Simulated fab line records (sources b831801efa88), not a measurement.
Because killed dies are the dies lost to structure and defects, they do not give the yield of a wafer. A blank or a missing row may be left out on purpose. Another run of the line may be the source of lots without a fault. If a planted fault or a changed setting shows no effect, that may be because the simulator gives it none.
What tool caused it? | flow sky130 | Sampling: 12 lots, 36 wafers, 4 of 708 route steps

## WHAT EACH GAUGE READ, for each wafer
SKY_SD_N_CD_MEAS_07: the cd target is 380 nm.
lot  | measured     | on        | cd nm (nm)
L076 | day 29 04:41 | cd sem-01 | 380.7 381.6 381.7
L077 | day 29 13:35 | cd sem-02 | 379.3 381.4 383.1
L079 | day 29 20:08 | cd sem-02 | 378.1 379.4 379.7
L081 | day 30 14:58 | cd sem-01 | 382.8 382.1 383.3
L083 | day 31 03:59 | cd sem-02 | 380.9 380.1 381.0
L085 | day 32 05:53 | cd sem-01 | 380.3 382.9 381.6
L087 | day 32 11:17 | cd sem-01 | 379.1 379.0 381.3
L089 | day 33 13:32 | cd sem-02 | 382.0 379.6 379.4
L091 | day 33 17:22 | cd sem-02 | 376.2 377.3 378.9
L093 | day 34 14:56 | cd sem-01 | 378.8 379.5 377.9
L095 | day 36 16:22 | cd sem-02 | 376.2 378.1 378.3
L097 | day 36 13:43 | cd sem-02 | 380.9 381.8 379.1

## EACH LOT AND THE TOOL THAT RAN IT (in order: tool; ch and the chambers of the sampled wafers; start)
lot  | SKY_FIELD_ISO_ETCH_14             | SKY_GATE_OXIDE_STRIP_13              | SKY_POLY_GATE_ETCH_16
L076 | rie diel-02 ch 1,2,3, day 2 17:55 | plasma asher-04 ch 0,1, day 14 20:02 | rie diel-03 ch 0,2,3, day 17 10:59
L077 | rie diel-02 ch 0,1,2, day 3 00:10 | plasma asher-01 ch 0,1, day 15 08:11 | rie diel-03 ch 1,2,3, day 17 22:31
L079 | rie diel-03 ch 0,2, day 3 07:11   | plasma asher-01 ch 0,1, day 15 16:50 | rie diel-02 ch 1,2,3, day 18 08:49
L081 | rie diel-03 ch 1,2, day 3 18:14   | plasma asher-01 ch 0,1, day 16 07:43 | rie diel-02 ch 0,1,2, day 19 03:37
L083 | rie diel-01 ch 2,3, day 4 04:25   | plasma asher-03 ch 0,1, day 17 02:20 | rie diel-04 ch 0,1,2, day 19 20:20
L085 | rie diel-03 ch 1,2,3, day 4 12:52 | plasma asher-04 ch 1, day 17 23:46   | rie diel-04 ch 0,2, day 21 00:22
L087 | rie diel-03 ch 1,2, day 5 00:23   | plasma asher-04 ch 0,1, day 18 16:16 | rie diel-04 ch 1,2,3, day 21 11:10
L089 | rie diel-02 ch 1,2,3, day 5 12:44 | plasma asher-04 ch 0,1, day 19 17:37 | rie diel-03 ch 0,2,3, day 22 12:07
L091 | rie diel-02 ch 1,3, day 5 19:55   | plasma asher-03 ch 0,1, day 20 00:25 | rie diel-04 ch 0,3, day 22 19:50
L093 | rie diel-01 ch 1,2, day 6 07:01   | plasma asher-01 ch 0,1, day 20 20:22 | rie diel-02 ch 1,2, day 23 15:17
L095 | rie diel-03 ch 0,2,3, day 6 20:46 | plasma asher-01 ch 0,1, day 23 08:37 | rie diel-04 ch 0,2,3, day 26 02:52
L097 | rie diel-03 ch 2,3, day 7 03:41   | plasma asher-04 ch 0,1, day 23 07:25 | rie diel-02 ch 1,3, day 26 00:19
- SKY_FIELD_ISO_ETCH_14: etches BARC in N2/H2, stops on SiO2, time 45.9 s, target depth 60 nm.
- SKY_GATE_OXIDE_STRIP_13: strips in O2/N2.
- SKY_POLY_GATE_ETCH_16: etches Si3N4 in CH3F/O2, stops on poly-Si, time 147.5 s, target depth 75 nm.

## THE ANSWER, worked out from the rows above alone
Rule: usual is defined by the lots themselves. The widest of any qualifying gaps counts: lots, ordered by their means at a reading, are off when they make up no more than a third of the lots, leave a main group of 4 or more, and stand apart from it by 3 or more times the standard deviation of that group's means. If all means in a main group match to the digits the tables above print for the reading, that group is not used. A lot without any number at a reading at which 4 lots or more have one is off too. The other lots that the step has rows for count as sound.
Nothing can be told from this: no lot is off at any reading shown.

## WHAT THE SIMULATOR HAD INSERTED
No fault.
